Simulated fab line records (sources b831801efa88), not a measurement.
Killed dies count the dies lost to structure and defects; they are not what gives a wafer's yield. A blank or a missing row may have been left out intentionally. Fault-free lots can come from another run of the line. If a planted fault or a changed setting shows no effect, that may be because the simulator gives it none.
What tool caused it? / flow gf180mcu / Sampling: 14 lots, 42 wafers, 4 of 602 route steps

## WHAT EACH GAUGE READ, for each wafer
GF_HV_LDD_OVL_MEAS_32. Usual: HV_LDD_02_OVL -0.8 nm, standard deviation 1.2.
lot=L458; measured=day 11 16:00; on=overlay-01; HV_LDD_02_OVL (nm)=-2.3 -1.5 -2.1; flag=
lot=L459; measured=day 12 03:59; on=overlay-01; HV_LDD_02_OVL (nm)=-2.3 -1.2 -1.1; flag=
lot=L460; measured=day 12 11:43; on=overlay-01; HV_LDD_02_OVL (nm)=-1.3 -0.2 -1.3; flag=
lot=L461; measured=day 12 18:04; on=overlay-01; HV_LDD_02_OVL (nm)=-2.0 -1.6 -1.6; flag=
lot=L463; measured=day 13 09:49; on=overlay-02; HV_LDD_02_OVL (nm)=-1.1 -0.8 -2.2; flag=
lot=L464; measured=day 13 19:50; on=overlay-01; HV_LDD_02_OVL (nm)=-1.5 -1.7 -2.7; flag=
lot=L465; measured=day 14 04:14; on=overlay-01; HV_LDD_02_OVL (nm)=-0.3 -0.2 -1.4; flag=
lot=L467; measured=day 15 06:50; on=overlay-01; HV_LDD_02_OVL (nm)=0.9 0.3 2.0; flag=
lot=L469; measured=day 15 13:07; on=overlay-01; HV_LDD_02_OVL (nm)=-2.7 -0.5 -0.3; flag=
lot=L470; measured=day 15 18:44; on=overlay-02; HV_LDD_02_OVL (nm)=0.0 1.9 -1.4; flag=
lot=L471; measured=day 16 06:46; on=overlay-01; HV_LDD_02_OVL (nm)=-1.4 -0.7 -0.9; flag=
lot=L476; measured=day 17 23:04; on=overlay-02; HV_LDD_02_OVL (nm)=0.4 1.6 -1.6; flag=
lot=L479; measured=day 18 21:20; on=overlay-01; HV_LDD_02_OVL (nm)=-1.3 -3.3 -0.2; flag=
lot=L480; measured=day 19 00:55; on=overlay-01; HV_LDD_02_OVL (nm)=-1.2 -1.3 -1.8; flag=

GF_HV_LDD_TW_MEAS_50. Usual: HV_LDD_4_TW 575, standard deviation 3.1.
lot=L458; measured=day 12 12:14; on=film-metro-03; HV_LDD_4_TW=579 580 579; flag=
lot=L459; measured=day 13 00:45; on=film-metro-04; HV_LDD_4_TW=577 576 578; flag=
lot=L460; measured=day 13 08:45; on=film-metro-03; HV_LDD_4_TW=573 580 577; flag=
lot=L461; measured=day 13 14:23; on=film-metro-03; HV_LDD_4_TW=577 580 578; flag=
lot=L463; measured=day 14 08:01; on=film-metro-02; HV_LDD_4_TW=573 569 572; flag=
lot=L464; measured=day 14 17:14; on=film-metro-02; HV_LDD_4_TW=567 571 570; flag=
lot=L465; measured=day 15 02:54; on=film-metro-02; HV_LDD_4_TW=576 573 573; flag=
lot=L467; measured=day 16 05:22; on=film-metro-04; HV_LDD_4_TW=571 573 578; flag=
lot=L469; measured=day 16 11:55; on=film-metro-04; HV_LDD_4_TW=570 571 573; flag=
lot=L470; measured=day 16 18:00; on=film-metro-02; HV_LDD_4_TW=539 542 537; flag=OFF
lot=L471; measured=day 17 05:52; on=film-metro-02; HV_LDD_4_TW=537 540 534; flag=OFF
lot=L476; measured=day 18 23:34; on=film-metro-03; HV_LDD_4_TW=578 576 578; flag=
lot=L479; measured=day 19 22:43; on=film-metro-04; HV_LDD_4_TW=572 574 569; flag=
lot=L480; measured=day 20 02:00; on=film-metro-03; HV_LDD_4_TW=577 572 575; flag=

GF_PSD_RS_MEAS_15: measurement is done with a four-point probe. Usual: PSD_RS 109.88 ohm/sq, standard deviation 0.27.
lot=L458; measured=day 14 09:05; on=film-metro-01; PSD_RS (ohm/sq)=110.13 109.89 109.83; flag=
lot=L459; measured=day 14 21:36; on=film-metro-04; PSD_RS (ohm/sq)=109.82 109.66 109.42; flag=
lot=L460; measured=day 15 07:34; on=film-metro-01; PSD_RS (ohm/sq)=110.11 110.50 110.19; flag=
lot=L461; measured=day 15 12:52; on=film-metro-04; PSD_RS (ohm/sq)=109.94 109.95 109.69; flag=
lot=L463; measured=day 16 07:04; on=film-metro-01; PSD_RS (ohm/sq)=110.42 110.38 109.98; flag=
lot=L464; measured=day 16 16:46; on=film-metro-01; PSD_RS (ohm/sq)=110.02 109.98 110.15; flag=
lot=L465; measured=day 17 03:14; on=film-metro-04; PSD_RS (ohm/sq)=109.43 109.70 109.50; flag=
lot=L467; measured=day 18 06:20; on=film-metro-04; PSD_RS (ohm/sq)=109.82 109.73 109.59; flag=
lot=L469; measured=day 18 13:10; on=film-metro-04; PSD_RS (ohm/sq)=110.15 109.63 109.99; flag=
lot=L470; measured=day 18 19:56; on=film-metro-01; PSD_RS (ohm/sq)=109.89 109.61 109.97; flag=
lot=L471; measured=day 19 09:12; on=film-metro-01; PSD_RS (ohm/sq)=109.92 109.73 109.83; flag=
lot=L476; measured=day 21 03:34; on=film-metro-04; PSD_RS (ohm/sq)=109.80 109.59 109.53; flag=
lot=L479; measured=day 22 02:36; on=film-metro-03; PSD_RS (ohm/sq)=109.53 109.80 109.76; flag=
lot=L480; measured=day 22 05:29; on=film-metro-03; PSD_RS (ohm/sq)=110.20 110.36 110.37; flag=

## TOOL THAT RAN EACH LOT (tool first, then ch and the chambers of the sampled wafers, then the start)
lot=L458; GF_HV_LDD_IMPLANT_48=implanter-01 ch 0, day 12 12:02
lot=L459; GF_HV_LDD_IMPLANT_48=implanter-04 ch 0, day 13 00:30
lot=L460; GF_HV_LDD_IMPLANT_48=implanter-01 ch 0, day 13 08:30
lot=L461; GF_HV_LDD_IMPLANT_48=implanter-04 ch 0, day 13 14:09
lot=L463; GF_HV_LDD_IMPLANT_48=implanter-04 ch 0, day 14 07:47
lot=L464; GF_HV_LDD_IMPLANT_48=implanter-01 ch 0, day 14 17:01
lot=L465; GF_HV_LDD_IMPLANT_48=implanter-01 ch 0, day 15 02:39
lot=L467; GF_HV_LDD_IMPLANT_48=implanter-04 ch 0, day 16 05:08
lot=L469; GF_HV_LDD_IMPLANT_48=implanter-02 ch 0, day 16 11:41
lot=L470; GF_HV_LDD_IMPLANT_48=implanter-04 ch 0, day 16 17:45
lot=L471; GF_HV_LDD_IMPLANT_48=implanter-04 ch 0, day 17 05:38
lot=L476; GF_HV_LDD_IMPLANT_48=implanter-02 ch 0, day 18 23:19
lot=L479; GF_HV_LDD_IMPLANT_48=implanter-01 ch 0, day 19 22:29
lot=L480; GF_HV_LDD_IMPLANT_48=implanter-01 ch 0, day 20 01:45
- GF_HV_LDD_IMPLANT_48

## AS READ BY THE TOOLS THEMSELVES (means over the sampled wafers that have a number; for cases with no such wafer, the mark the record gives instead)
GF_HV_LDD_IMPLANT_48. Usual: beam-on-s 10.00 s, standard deviation 0.2; dose-ions-cm2 3e+13, standard deviation 3.5e+10; faraday-current-uA 169, standard deviation 3.4.
lot=L458; tool=implanter-01; beam-on-s (s)=9.89; dose-ions-cm2=3e+13; faraday-current-uA=171; flag=
lot=L459; tool=implanter-04; beam-on-s (s)=9.93; dose-ions-cm2=3e+13; faraday-current-uA=171; flag=
lot=L460; tool=implanter-01; beam-on-s (s)=10.13; dose-ions-cm2=3e+13; faraday-current-uA=167; flag=
lot=L461; tool=implanter-04; beam-on-s (s)=10.06; dose-ions-cm2=3e+13; faraday-current-uA=168; flag=
lot=L463; tool=implanter-04; beam-on-s (s)=9.97; dose-ions-cm2=3e+13; faraday-current-uA=170; flag=
lot=L464; tool=implanter-01; beam-on-s (s)=10.00; dose-ions-cm2=3e+13; faraday-current-uA=169; flag=
lot=L465; tool=implanter-01; beam-on-s (s)=9.99; dose-ions-cm2=3e+13; faraday-current-uA=169; flag=
lot=L467; tool=implanter-04; beam-on-s (s)=10.22; dose-ions-cm2=3e+13; faraday-current-uA=165; flag=
lot=L469; tool=implanter-02; beam-on-s (s)=9.91; dose-ions-cm2=3e+13; faraday-current-uA=171; flag=
lot=L470; tool=implanter-04; beam-on-s (s)=8.08; dose-ions-cm2=3e+13; faraday-current-uA=209; flag=OFF
lot=L471; tool=implanter-04; beam-on-s (s)=8.06; dose-ions-cm2=3e+13; faraday-current-uA=210; flag=OFF
lot=L476; tool=implanter-02; beam-on-s (s)=10.01; dose-ions-cm2=3e+13; faraday-current-uA=169; flag=
lot=L479; tool=implanter-01; beam-on-s (s)=10.09; dose-ions-cm2=3e+13; faraday-current-uA=168; flag=
lot=L480; tool=implanter-01; beam-on-s (s)=9.73; dose-ions-cm2=3e+13; faraday-current-uA=173; flag=

## THE ANSWER, worked out from the rows above alone
Rule: a lot counts as off when the mean over its wafers that have a number is more than 3 standard deviations away from the usual mean. Also off: a lot with no number at a reading for which 4 or more lots have one. Any other lot the step has rows for is counted as sound. First the gauges in route order, then the tools' own readings, where a lot's mean is used as printed above. At the first step where some lot is off, the reading lying furthest off is the one used; lots without a number count as furthest.
Off: L470, L471, at GF_HV_LDD_TW_MEAS_50 (HV_LDD_4_TW).
A tool fits if, at a process step before that reading, it ran every lot that is off, and no sound lot after the first of them. The gauges at GF_HV_LDD_TW_MEAS_50 aren't tried: what is off there is off at GF_HV_LDD_IMPLANT_48 too, on other tools, and a gauge's error can't cause that. One fits: implanter-04 at GF_HV_LDD_IMPLANT_48. Its last sound lot is L467 (day 16 05:08), its first lot that is off L470 (day 16 17:45): a fault that began between those two fits.
The tool's own readings at GF_HV_LDD_IMPLANT_48 bear it out: on the lots that are off they differ by more than 5 times the standard deviation of the sound lots' means. beam-on-s reads 8.07 s there against 9.99 s on the sound lots; faraday-current-uA reads 210 there against 169 on the sound lots.

## WHAT HAD BEEN PUT IN BY THE SIMULATOR
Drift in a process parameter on implanter-04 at GF_HV_LDD_IMPLANT_48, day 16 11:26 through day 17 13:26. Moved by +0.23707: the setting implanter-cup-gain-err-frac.
Shown lots that were struck: L470, L471. Same finding as the rule above.
